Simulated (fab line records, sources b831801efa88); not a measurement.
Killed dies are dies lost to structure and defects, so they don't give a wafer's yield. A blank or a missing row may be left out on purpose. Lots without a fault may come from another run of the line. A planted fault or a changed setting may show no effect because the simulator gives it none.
Which tool did it? | flow sky130 | 6 lots, 17 wafers sampled, at 1 step of a route of 708

WHAT THE GAUGES READ, wafer by wafer
SKY_POLY_CUT_CD_MEAS_08: target cd 270 nm.
lot  | measured     | on        | cd_nm (nm)
L283 | day 26 11:10 | cd_sem-01 | 267.6 267.0 267.6
L285 | day 26 17:29 | cd_sem-02 | 269.9 270.1 270.0
L295 | day 30 03:11 | cd_sem-01 | 269.0 268.2
L297 | day 31 01:29 | cd_sem-02 | 267.6 266.4 267.5
L301 | day 31 22:56 | cd_sem-01 | 267.8 268.6 268.3
L303 | day 32 07:56 | cd_sem-01 | 270.8 270.2 269.9

WHICH TOOL RAN EACH LOT (tool, then ch and the chambers of the sampled wafers, then the start)
The record holds no process step before these readings.

THE ANSWER, worked out from the rows above alone
Rule: what is usual is taken from the lots themselves. Put in order of their means at a reading, lots are off if they are a third of the lots or fewer, leave a main group of 4 or more, and stand apart from it by a gap of 3 or more times the standard deviation of the main group's means; of several such gaps the widest counts. A main group whose means are all the same, to the digits that the tables above print for the reading, isn't used. A lot without any number at a reading at which 4 lots or more have one is off too. The other lots that the step has rows for count as sound.
No lot is off at any reading shown: from this, nothing can be told.

WHAT THE SIMULATOR HAD PUT IN
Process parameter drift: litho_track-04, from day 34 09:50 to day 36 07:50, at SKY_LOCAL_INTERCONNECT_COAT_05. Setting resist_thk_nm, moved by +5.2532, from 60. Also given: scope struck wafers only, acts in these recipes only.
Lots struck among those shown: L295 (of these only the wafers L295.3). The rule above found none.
